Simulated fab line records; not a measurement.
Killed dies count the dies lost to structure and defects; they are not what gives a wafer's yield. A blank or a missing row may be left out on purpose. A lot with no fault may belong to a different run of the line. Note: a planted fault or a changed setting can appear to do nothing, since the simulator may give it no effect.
fab line records -- flow sky130
[record] lots = 5, wafers = 15, lastDay = 51
route steps=708 shown LDD_N@247 LDD_P@255 LDD_HVN@267
lots untouched by any fault: they come from a run of this same line in which no faults occurred
startH: hours from the record's opening day to when the first of the lot's shown wafers began -- waitH: time in hours since the lot's previous step -- " the same as in the row above -- L1.1+2: a single row standing in for several wafers -- - value missing, or start not given -- * or withheld: withheld -- < > ~ a bound
route shown NAME@n: names a module that has steps shown in the file, with the first one's number in the route -- usual: the fault-free wafers' mean and standard deviation -- same: alike in all rows -- chamber/n: place in a boat -- sites: each site's reading -- _std_site: the standard deviation of these -- _edge_site: the outer-site mean with the inner-site mean subtracted -- radiusMm: for every site, how far away it sits from the centre of the wafer -- mask NAME#n: copy n -- behind: the tool/chamber that last shaped the wafer -- hold: why the lot was held/for how many hours/how that ended -- device: names the non-switching transistor (n, p or np) -- end of line: the tests these same wafers got at the end of their route -- step lacking rows: just its recipe -- killed: dies lost to structure and defects at the first sort, not the wafer's yield -- map: the dies of a wafer, with x for killed, . for not killed, _ for no die there
set.NAME: the run value of the setting; set.NAME@STEP: its run value at that earlier step -- model.NAME: the simulator's own value behind a step, which no gauge read
lots at selected steps of the route; one table per step, one row per wafer
services: from which hour (startH, from the record's first day; less than 0 if before it) a tool's chamber was out of use, for how many hours, and why
[[steps]]
[step SKY_LDD_N_IMPLANT_10]
[recipe] species = As, energyKev = 20, doseCm2 = 7.5e+13, tiltDeg = withheld, rotationDeg = 203
[step SKY_LDD_N_IMPLANT_11]
[recipe] species = As, energyKev = 20, doseCm2 = 7.5e+13, tiltDeg = withheld, rotationDeg = 293
[step SKY_LDD_N_IMPLANT_12]
[recipe] species = BF2, energyKev = 50, doseCm2 = 5e+12, tiltDeg = 30, rotationDeg = 0
[step SKY_LDD_N_IMPLANT_13]
[recipe] species = BF2, energyKev = 50, doseCm2 = 5e+12, tiltDeg = 30, rotationDeg = 90
[step SKY_LDD_N_IMPLANT_14]
[recipe] species = BF2, energyKev = 50, doseCm2 = 5e+12, tiltDeg = 30, rotationDeg = 180
[step SKY_LDD_N_IMPLANT_15]
[recipe] species = BF2, energyKev = 50, doseCm2 = 5e+12, tiltDeg = 30, rotationDeg = 270
[step SKY_LDD_N_STRIP_16]
[recipe] chemistry = O2/N2, powerW = 1400, pressureMtorr = 1500, platenTempC = withheld, o2FlowSccm = 3000, n2FlowSccm = 300, overashFraction = 0.5
[usual] drypumpMotorCurrentA = 5.71/0.29, oesProductAu = 0.406/0.0042, stripTimeToEndpointS = 4.298/0.018
[same] overashFraction = 0.5
lot.wafer,tool,chamber,startH,waitH,drypumpMotorCurrentA,oesProductAu,rfHoursCounterH,stripTimeToEndpointS
L918.1,plasmaAsher-02,1,426.95,0.1,5.73,0.407,62,4.309
L918.3,plasmaAsher-02,0,426.95,0.1,5.98,0.413,-,4.281
L918.6,plasmaAsher-02,1,426.95,0.1,5.75,0.403,-,4.312
L922.1,plasmaAsher-04,0,461.89,0.1,6.02,0.401,36,4.278
L922.2,plasmaAsher-04,1,461.89,0.1,5.78,0.409,36,4.276
L922.3,plasmaAsher-04,0,461.89,0.1,6.02,0.398,-,4.293
L933.4,plasmaAsher-02,0,557.51,0.1,5.94,0.408,-,4.283
L933.5,plasmaAsher-02,0,557.51,0.1,5.94,0.406,-,4.280
L933.6,plasmaAsher-02,1,557.51,0.1,5.73,0.402,-,4.297
L939.2,plasmaAsher-04,0,606.24,0.1,6.06,0.410,48,4.293
L939.3,plasmaAsher-04,1,606.24,0.1,5.80,0.407,-,4.272
L939.6,plasmaAsher-04,0,606.24,0.1,6.05,0.404,-,4.287
L940.1,plasmaAsher-03,0,609.48,0.1,5.83,0.408,19,4.312
L940.3,plasmaAsher-03,0,609.48,0.1,5.85,0.403,-,4.312
L940.6,plasmaAsher-03,0,609.48,0.1,5.82,0.401,-,4.306
[step SKY_LDD_N_TW_MEAS_17]
[usual] LDD_N_TW = 2603/31
lot.wafer,tool,chamber,startH,waitH,LDD_N_TW
L918.1,filmMetro-04,-,427.05,0.1,2603
L918.3,filmMetro-04,-,427.05,0.1,2590
L918.6,filmMetro-04,-,427.05,0.1,2596
L922.1,filmMetro-02,-,461.99,0.1,2644
L922.2,filmMetro-02,-,461.99,0.1,2639
L922.3,filmMetro-02,-,461.99,0.1,2648
L933.4,filmMetro-03,-,557.61,0.1,2569
L933.5,filmMetro-03,-,557.61,0.1,2567
L933.6,filmMetro-03,-,557.61,0.1,2564
L939.2,filmMetro-03,-,606.35,0.1,2569
L939.3,filmMetro-03,-,606.35,0.1,2567
L939.6,filmMetro-03,-,606.35,0.1,2566
L940.1,filmMetro-02,-,609.58,0.1,2623
L940.3,filmMetro-02,-,609.58,0.1,2625
L940.6,filmMetro-02,-,609.58,0.1,2625
[step SKY_LDD_P_DEHYDRATE_00]
[recipe] tempC = 200, timeS = 60
[step SKY_LDD_P_HMDS_01]
[recipe] primeTimeS = 60, primeTempC = 120
[step SKY_LDD_P_COAT_02]
[recipe] resist = NOVOLAK, spinRpm = 3000, resistThkNm = 1140
[step SKY_LDD_P_SOFTBAKE_03]
[recipe] tempC = 90, timeS = 60, resist = NOVOLAK
[step SKY_LDD_P_EXPOSE_04]
[recipe] maskId = PSDM, na = 0.6, sourceShape = conventional, sigmaOuter = 0.6, polarization = unpolarized, targetCdNm = 380, doseMj = 138
lot.wafer,tool,chamber,startH,waitH,mask
L918.1+3+6,ilineStepper-01,0,443.59,-,PSDM#0
L922.1+2+3,ilineStepper-01,0,478.22,-,HVNTM#0
L933.4+5+6,ilineStepper-01,0,573.60,-,PSDM#0
L939.2+3+6,ilineStepper-01,0,621.28,-,PSDM#0
L940.1+3+6,ilineStepper-01,0,623.64,-,PSDM#0
[step SKY_LDD_P_PEB_05]
[recipe] tempC = withheld, timeS = *, resist = NOVOLAK
[step SKY_LDD_P_DEVELOP_06]
[recipe] resist = NOVOLAK, developer = TMAH, developTimeS = 62.21, devTempC = 23
[step SKY_LDD_P_CD_MEAS_07]
[recipe] targetCdNm = 380
[usual] cdNm = 379.1/2.2
lot.wafer,tool,chamber,startH,waitH,cdNm
L918.1,cdSem-02,-,458.59,0.1,379.2
L918.3,cdSem-02,-,458.59,0.1,378.2
L918.6,cdSem-02,-,458.59,0.1,376.2
L922.1,cdSem-02,-,493.01,0.1,-
L922.2,cdSem-02,-,493.01,0.1,-
L922.3,cdSem-02,-,493.01,0.1,-
L933.4,cdSem-02,-,587.80,0.1,381.7
L933.5,cdSem-02,-,587.80,0.1,380.4
L933.6,cdSem-02,-,587.80,0.1,382.3
L939.2,cdSem-01,-,636.26,0.1,377.2
L939.3,cdSem-01,-,636.26,0.1,377.3
L939.6,cdSem-01,-,636.26,0.1,377.7
L940.1,cdSem-02,-,638.94,0.1,380.4
L940.3,cdSem-02,-,638.94,0.1,379.4
L940.6,cdSem-02,-,638.94,0.1,379.6
[step SKY_LDD_P_OVL_MEAS_08]
[usual] LDD_P_OVL = -0.8/1.2
lot.wafer,tool,chamber,startH,waitH,LDD_P_OVL[nm]
L918.1,overlay-02,-,458.71,0.1,0.3
L918.3,overlay-02,-,458.71,0.1,-0.6
L918.6,overlay-02,-,458.71,0.1,-1.5
L922.1,overlay-01,-,493.13,0.1,-
L922.2,overlay-01,-,493.13,0.1,-
L922.3,overlay-01,-,493.13,0.1,-
L933.4,overlay-01,-,587.88,0.1,-1.4
L933.5,overlay-01,-,587.88,0.1,-1.5
L933.6,overlay-01,-,587.88,0.1,-0.9
L939.2,overlay-01,-,636.37,0.1,-1.2
L939.3,overlay-01,-,636.37,0.1,0.1
L939.6,overlay-01,-,636.37,0.1,0.6
L940.1,overlay-01,-,639.06,0.1,-1.2
L940.3,overlay-01,-,639.06,0.1,-1.3
L940.6,overlay-01,-,639.06,0.1,-1.3
[step SKY_LDD_P_IMPLANT_09]
[recipe] species = BF2, energyKev = 25, doseCm2 = 1e+13, tiltDeg = withheld
[step SKY_LDD_P_STRIP_10]
[recipe] chemistry = O2/N2, powerW = 1400, pressureMtorr = 1500, platenTempC = withheld, o2FlowSccm = 3000, n2FlowSccm = 300, overashFraction = 0.5
[usual] drypumpMotorCurrentA = 5.69/0.23, oesProductAu = 0.715/0.005, stripTimeToEndpointS = 14.18/0.037
[same] overashFraction = 0.5
lot.wafer,tool,chamber,startH,waitH,drypumpMotorCurrentA,oesProductAu,rfHoursCounterH,stripTimeToEndpointS
L918.1,plasmaAsher-04,1,458.90,0.1,5.77,0.717,36,14.18
L918.3,plasmaAsher-04,0,458.90,0.1,6.04,0.703,-,14.16
L918.6,plasmaAsher-04,1,458.90,0.1,5.78,0.713,-,14.19
L922.1,plasmaAsher-01,0,493.32,0.1,5.58,0.711,82,14.14
L922.2,plasmaAsher-01,1,493.32,0.1,5.77,0.714,82,14.16
L922.3,plasmaAsher-01,1,493.32,0.1,5.76,0.713,-,14.13
L933.4,plasmaAsher-01,0,588.08,0.1,5.56,0.717,-,14.15
L933.5,plasmaAsher-01,1,588.08,0.1,5.77,0.712,-,14.18
L933.6,plasmaAsher-01,0,588.08,0.1,5.57,0.709,-,14.14
L939.2,plasmaAsher-04,1,636.55,0.1,5.78,0.717,51,14.18
L939.3,plasmaAsher-04,1,636.55,0.1,5.76,0.718,-,14.21
L939.6,plasmaAsher-04,0,636.55,0.1,6.02,0.720,-,14.23
L940.1,plasmaAsher-01,0,639.25,0.1,5.57,0.710,97,14.18
L940.3,plasmaAsher-01,0,639.25,0.1,5.56,0.715,-,14.15
L940.6,plasmaAsher-01,0,639.25,0.1,5.57,0.721,-,14.20
[step SKY_LDD_P_TW_MEAS_11]
[usual] LDD_P_TW = 637/8.9
lot.wafer,tool,chamber,startH,waitH,LDD_P_TW
L918.1,filmMetro-02,-,459.00,0.1,648
L918.3,filmMetro-02,-,459.00,0.1,650
L918.6,filmMetro-02,-,459.00,0.1,647
L922.1,filmMetro-01,-,493.42,0.1,30
L922.2,filmMetro-01,-,493.42,0.1,30
L922.3,filmMetro-01,-,493.42,0.1,30
L933.4,filmMetro-01,-,588.18,0.1,632
L933.5,filmMetro-01,-,588.18,0.1,630
L933.6,filmMetro-01,-,588.18,0.1,630
L939.2,filmMetro-02,-,636.66,0.1,649
L939.3,filmMetro-02,-,636.66,0.1,651
L939.6,filmMetro-02,-,636.66,0.1,651
L940.1,filmMetro-03,-,639.35,0.1,632
L940.3,filmMetro-03,-,639.35,0.1,630
L940.6,filmMetro-03,-,639.35,0.1,628
[step SKY_LDD_HVN_DEHYDRATE_00]
[recipe] tempC = 200, timeS = 60
[[services]]
tool,chamber,startH,hours,kind
plasmaAsher-02,-,402.95,2.7,repair
ilineStepper-01,-,415.21,0.9,repair
plasmaAsher-03,-,421.25,9.0,pm
plasmaAsher-03,0,421.25,9.0,ventCycle
plasmaAsher-03,1,421.25,9.0,ventCycle
plasmaAsher-03,-,421.75,1.0,repair
plasmaAsher-03,0,430.25,-,clean
plasmaAsher-03,1,430.25,-,clean
plasmaAsher-01,-,455.59,2.0,repair
plasmaAsher-04,-,483.65,28.1,pm
plasmaAsher-02,-,494.67,5.6,repair
plasmaAsher-02,-,517.89,13.6,pm
ilineStepper-01,-,538.11,2.1,pm
ilineStepper-01,-,540.19,-,consumableReplace:lamp
plasmaAsher-01,-,553.92,1.5,repair
ilineStepper-01,-,565.76,2.1,repair
ilineStepper-01,-,613.95,1.7,pm
plasmaAsher-01,-,624.99,2.8,pm
[[key]]
[firstSign] step = SKY_LDD_P_EXPOSE_04, reading = mask, direction = changed
[effect] step = SKY_LDD_P_CD_MEAS_07, reading = cdNm, direction = missing
[effect] step = SKY_LDD_P_OVL_MEAS_08, reading = LDD_P_OVL, direction = missing
[effect] step = SKY_LDD_P_TW_MEAS_11, reading = LDD_P_TW, direction = down, sigmas = 68, usual = 637, struck = 30
metAt SKY_LDD_P_EXPOSE_04
struckWafers L922.1,L922.2,L922.3
sortLeftOut L922.1,L922.2,L922.3
testerLeftOut L922
onsetBetween 443.59 478.22
[fault] kind = wrongMask, tool = any, chamber = -, onsetH = 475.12, steps = SKY_LDD_P_EXPOSE_04, auxCopy = HVNTM#0, scope = struckLotsOnly
// testerLeftOut: of these lots the tester's yield and bins aren't shown, on N5 and GAA mostly nor the transistor test; their killed dies are dies lost to structure and defects alone, not to doping, threshold or leakage, so they don't give the yield
// sortLeftOut: the simulated sort isn't trusted on such a fault, so these wafers' sort isn't shown, and their yield isn't known
